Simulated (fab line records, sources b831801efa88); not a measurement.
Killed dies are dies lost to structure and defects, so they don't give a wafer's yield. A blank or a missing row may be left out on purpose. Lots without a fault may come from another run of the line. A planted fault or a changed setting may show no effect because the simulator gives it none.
fab line records | flow sky130
record lots=13 wafers=39 last_day=50
route steps=708 shown NWELL@66 LI_CONTACT@365 LOCAL_INTERCONNECT@388
lots that met no fault: from a run of the same line without faults
start_h: hours from the record's first day to the start of the lot's first wafer shown | wait_h: hours since the lot's step before | " the same as in the row above | L1.1+2: a row that stands for several wafers | - no value, or no start given | * or withheld: withheld | < > ~ a bound
route shown NAME@n: a module of which the file shows steps, and the number in the route of the first | usual: mean/standard deviation of fault-free wafers | same: alike in all rows | chamber/n: place in a boat | sites: the reading at each site | _std_site: their standard deviation | _edge_site: outer sites' mean less inner sites' | radius_mm: how far each site lies from the wafer's centre | mask NAME#n: copy n | behind: the tool/chamber that last shaped the wafer | hold: why the lot was held/for how many hours/how that ended | device: the transistor (n, p or np) that didn't switch | end of line: the same wafers' tests at the end of the route | a step without rows: its recipe alone | killed: dies lost to structure and defects at the first sort, not the wafer's yield | map: a wafer's dies, x killed, . not, _ none there
set.NAME: the setting as run; set.NAME@STEP: as run at that earlier step | model.NAME: the simulator's own value behind a step, which no gauge read
steps of the route over a sample of lots; a table a step, a row a wafer
services: from which hour (start_h, from the record's first day; less than 0 if before it) a tool's chamber was out of use, for how many hours, and why
## steps
# step SKY_NWELL_IMPLANT_13
# recipe species=P energy_kev=50 dose_cm2=7e+11 tilt_deg=withheld
# usual dose_ions_cm2=7e+11/7.5e+08 faraday_current_uA=3.95/0.077
# columns lot.wafer tool chamber start_h wait_h dose_ions_cm2 faraday_current_uA
L712.1 implanter-02 0 86.53 0.1 7.001e+11 3.98
L712.4 " 0 " " 6.999e+11 3.90
L712.5 " 0 " " 6.999e+11 3.94
L713.1 implanter-03 0 91.97 0.1 6.991e+11 3.98
L713.5 " 0 " " 6.993e+11 3.78
L713.6 " 0 " " 7.005e+11 3.91
L714.4 implanter-03 0 95.62 0.1 6.99e+11 3.96
L714.5 " 0 " " 7.002e+11 3.90
L714.6 " 0 " " 6.99e+11 4.06
L715.4 implanter-04 0 98.44 0.1 7.003e+11 4.02
L715.5 " 0 " " 6.995e+11 3.80
L715.6 " 0 " " 7.005e+11 3.88
L716.3 implanter-04 0 106.97 0.1 7.011e+11 3.87
L716.5 " 0 " " 7.004e+11 4.01
L716.6 " 0 " " 7.006e+11 4.06
L719.1 implanter-02 0 127.33 0.1 6.997e+11 3.91
L719.5 " 0 " " 7.001e+11 3.91
L719.6 " 0 " " 6.976e+11 3.91
L720.2 implanter-02 0 131.87 0.1 6.994e+11 3.98
L720.3 " 0 " " 6.994e+11 3.91
L720.6 " 0 " " 6.995e+11 4.06
L721.2 implanter-04 0 137.80 0.1 6.993e+11 4.04
L721.4 " 0 " " 7.004e+11 3.95
L721.6 " 0 " " 7.006e+11 3.84
L724.2 implanter-03 0 157.40 0.1 6.998e+11 3.99
L724.3 " 0 " " 7e+11 4.00
L724.5 " 0 " " 6.999e+11 3.96
L730.2 implanter-04 0 191.02 0.1 6.94e+10 0.40
L730.4 " 0 " " 6.91e+10 0.38
L730.5 " 0 " " 6.96e+10 0.40
L733.1 implanter-02 0 212.04 0.1 7.008e+11 4.07
L733.3 " 0 " " 7.01e+11 3.94
L733.6 " 0 " " 7.008e+11 3.96
L734.2 implanter-04 0 216.84 0.1 7.01e+10 0.40
L734.4 " 0 " " 7e+10 0.40
L734.6 " 0 " " 6.92e+10 0.40
L735.1 implanter-03 0 219.52 0.1 7.003e+11 3.90
L735.3 " 0 " " 7.012e+11 3.89
L735.6 " 0 " " 7.007e+11 3.93
# step SKY_NWELL_RS_MEAS_29
# recipe thk_meas_gauge=four-point-probe
# usual NWELL_RS=625.3/1.5
# columns lot.wafer tool chamber start_h wait_h NWELL_RS[ohm/sq]
L712.1 film_metro-02 - 104.74 0.1 625.3
L712.4 " - " " 625.3
L712.5 " - " " 625.2
L713.1 film_metro-03 - 110.24 0.1 625.3
L713.5 " - " " 623.6
L713.6 " - " " 622.3
L714.4 film_metro-03 - 113.65 0.1 625.3
L714.5 " - " " 624.6
L714.6 " - " " 626.4
L715.4 film_metro-03 - 116.65 0.1 628.0
L715.5 " - " " 626.8
L715.6 " - " " 625.4
L716.3 film_metro-02 - 125.38 0.1 625.4
L716.5 " - " " 626.6
L716.6 " - " " 627.0
L719.1 film_metro-03 - 147.69 0.1 627.6
L719.5 " - " " 625.6
L719.6 " - " " 626.6
L720.2 film_metro-02 - 151.85 0.1 623.8
L720.3 " - " " 623.9
L720.6 " - " " 623.0
L721.2 film_metro-03 - 158.05 0.1 625.2
L721.4 " - " " 624.2
L721.6 " - " " 624.1
L724.2 film_metro-02 - 178.32 0.1 626.6
L724.3 " - " " 624.6
L724.5 " - " " 624.5
L730.2 film_metro-02 - 213.50 0.1 647.8
L730.4 " - " " 647.3
L730.5 " - " " 645.7
L733.1 film_metro-02 - 234.49 0.1 625.9
L733.3 " - " " 625.8
L733.6 " - " " 627.1
L734.2 film_metro-01 - 239.77 0.1 648.4
L734.4 " - " " 646.3
L734.6 " - " " 647.0
L735.1 film_metro-02 - 242.70 0.1 625.2
L735.3 " - " " 627.1
L735.6 " - " " 626.1
# step SKY_LI_CONTACT_BOW_MEAS_03
# recipe mode=bow
# usual LI_CONTACT_BOW=55/6.3
# columns lot.wafer tool chamber start_h wait_h LI_CONTACT_BOW[um]
L712.1 film_metro-01 - 636.49 0.1 61
L712.4 " - " " 49
L712.5 " - " " 57
L713.1 film_metro-02 - 647.93 0.2 44
L713.5 " - " " 55
L713.6 " - " " 50
L714.4 film_metro-01 - 653.42 0.2 45
L714.5 " - " " 53
L714.6 " - " " 53
L715.4 film_metro-01 - 662.45 0.3 46
L715.5 " - " " 57
L715.6 " - " " 61
L716.3 film_metro-02 - 673.85 0.2 51
L716.5 " - " " 51
L716.6 " - " " 53
L720.2 film_metro-02 - 715.01 0.3 57
L720.3 " - " " 69
L720.6 " - " " 59
L719.1 film_metro-04 - 721.52 0.1 53
L719.5 " - " " 71
L719.6 " - " " 57
L721.2 film_metro-04 - 724.25 0.2 58
L721.4 " - " " 61
L721.6 " - " " 51
L724.2 film_metro-04 - 750.42 0.2 53
L724.3 " - " " 44
L724.5 " - " " 68
L730.2 film_metro-02 - 797.47 0.2 62
L730.4 " - " " 60
L730.5 " - " " 54
L733.1 film_metro-01 - 819.41 0.2 58
L733.3 " - " " 56
L733.6 " - " " 52
L734.2 film_metro-04 - 819.73 0.3 54
L734.4 " - " " 62
L734.6 " - " " 62
L735.1 film_metro-01 - 823.39 0.2 58
L735.3 " - " " 67
L735.6 " - " " 53
# step SKY_LI_CONTACT_OVL_MEAS_13
# usual LI_CONTACT_OVL=-5/4.5
# columns lot.wafer tool chamber start_h wait_h LI_CONTACT_OVL[nm]
L712.1 overlay-02 - 665.58 0.1 -13
L712.4 " - " " -6
L712.5 " - " " -7
L713.1 overlay-01 - 677.08 0.1 -3
L713.5 " - " " -4
L713.6 " - " " -6
L714.4 overlay-02 - 682.89 0.1 -7
L714.5 " - " " -10
L714.6 " - " " -3
L715.4 overlay-01 - 690.49 0.1 -5
L715.5 " - " " -12
L715.6 " - " " -6
L716.3 overlay-02 - 701.06 0.1 -6
L716.5 " - " " -11
L716.6 " - " " -12
L720.2 overlay-02 - 742.71 0.1 -5
L720.3 " - " " -10
L720.6 " - " " -10
L719.1 overlay-02 - 749.03 0.1 -5
L719.5 " - " " -6
L719.6 " - " " -12
L721.2 overlay-01 - 751.61 0.1 -8
L721.4 " - " " -4
L721.6 " - " " -7
L724.2 overlay-01 - 777.33 0.1 -6
L724.3 " - " " -13
L724.5 " - " " -8
L730.2 overlay-02 - 823.88 0.1 -3
L730.4 " - " " -1
L730.5 " - " " -2
L733.1 overlay-01 - 845.38 0.1 5
L733.3 " - " " -2
L733.6 " - " " 3
L734.2 overlay-01 - 846.01 0.1 2
L734.4 " - " " -1
L734.6 " - " " 4
L735.1 overlay-01 - 848.68 0.1 -5
L735.3 " - " " -2
L735.6 " - " " 2
# step SKY_LOCAL_INTERCONNECT_RS_MEAS_01
# recipe thk_meas_gauge=four-point-probe reads=TiN_of_LOCAL_INTERCONNECT_SPUTTER_00
# usual LOCAL_INTERCONNECT_TIN_RS=14.17/0.13
# columns lot.wafer tool chamber start_h wait_h LOCAL_INTERCONNECT_TIN_RS[ohm/sq]
L712.1 film_metro-02 - 666.86 0.0 14.32
L712.4 " - " " 14.30
L712.5 " - " " 14.45
L713.1 film_metro-04 - 678.34 0.0 14.25
L713.5 " - " " 14.21
L713.6 " - " " 14.31
L714.4 film_metro-04 - 684.20 0.1 14.20
L714.5 " - " " 13.98
L714.6 " - " " 13.95
L715.4 film_metro-02 - 691.80 0.1 14.21
L715.5 " - " " 14.03
L715.6 " - " " 13.94
L716.3 film_metro-03 - 702.35 0.1 14.20
L716.5 " - " " 14.26
L716.6 " - " " 14.38
L720.2 film_metro-04 - 743.99 0.1 14.26
L720.3 " - " " 14.13
L720.6 " - " " 14.14
L719.1 film_metro-03 - 750.31 0.0 14.27
L719.5 " - " " 14.27
L719.6 " - " " 14.14
L721.2 film_metro-03 - 752.88 0.1 14.21
L721.4 " - " " 14.05
L721.6 " - " " 14.17
L724.2 film_metro-02 - 778.63 0.1 14.23
L724.3 " - " " 14.15
L724.5 " - " " 14.10
L730.2 film_metro-02 - 825.16 0.1 14.23
L730.4 " - " " 14.32
L730.5 " - " " 14.27
L733.1 film_metro-04 - 846.66 0.0 14.29
L733.3 " - " " 14.21
L733.6 " - " " 14.22
L734.2 film_metro-02 - 847.31 0.1 14.23
L734.4 " - " " 14.34
L734.6 " - " " 14.17
L735.1 film_metro-03 - 849.96 0.0 14.05
L735.3 " - " " 13.94
L735.6 " - " " 13.95
## services
# columns tool chamber start_h hours kind
implanter-04 - 90.97 4.8 pm
implanter-02 - 96.13 5.2 pm
implanter-03 - 99.69 4.4 pm
implanter-03 - 111.99 2.8 repair
implanter-03 - 129.77 2.6 repair
implanter-04 - 148.08 1.8 repair
implanter-03 - 149.36 1.0 repair
implanter-03 - 152.90 1.1 repair
## key
first_sign step=SKY_NWELL_IMPLANT_13 reading=dose_ions_cm2 direction=down sigmas=99+ usual=* struck=*
effect step=SKY_NWELL_IMPLANT_13 reading=faraday_current_uA direction=down sigmas=46 usual=3.95 struck=0.40
effect step=SKY_NWELL_RS_MEAS_29 reading=NWELL_RS direction=up sigmas=15 usual=625.3 struck=647.1
met_at SKY_NWELL_IMPLANT_13
struck_lots L730,L734
tester_left_out L730,L734
not_acting_at SKY_LI_CONTACT_BOW_MEAS_03,SKY_LI_CONTACT_OVL_MEAS_13,SKY_LOCAL_INTERCONNECT_RS_MEAS_01
onset_between 137.80 191.02
fault kind=process_parameter_drift tool=implanter-04 chamber=- onset_h=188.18 steps=SKY_NWELL_IMPLANT_13 channel=dose_cm2 offset=* shape=step end_h=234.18 acts_in=* stated=*
# tester_left_out: of these lots the tester's yield and bins aren't shown, on N5 and GAA mostly nor the transistor test; their killed dies are dies lost to structure and defects alone, not to doping, threshold or leakage, so they don't give the yield
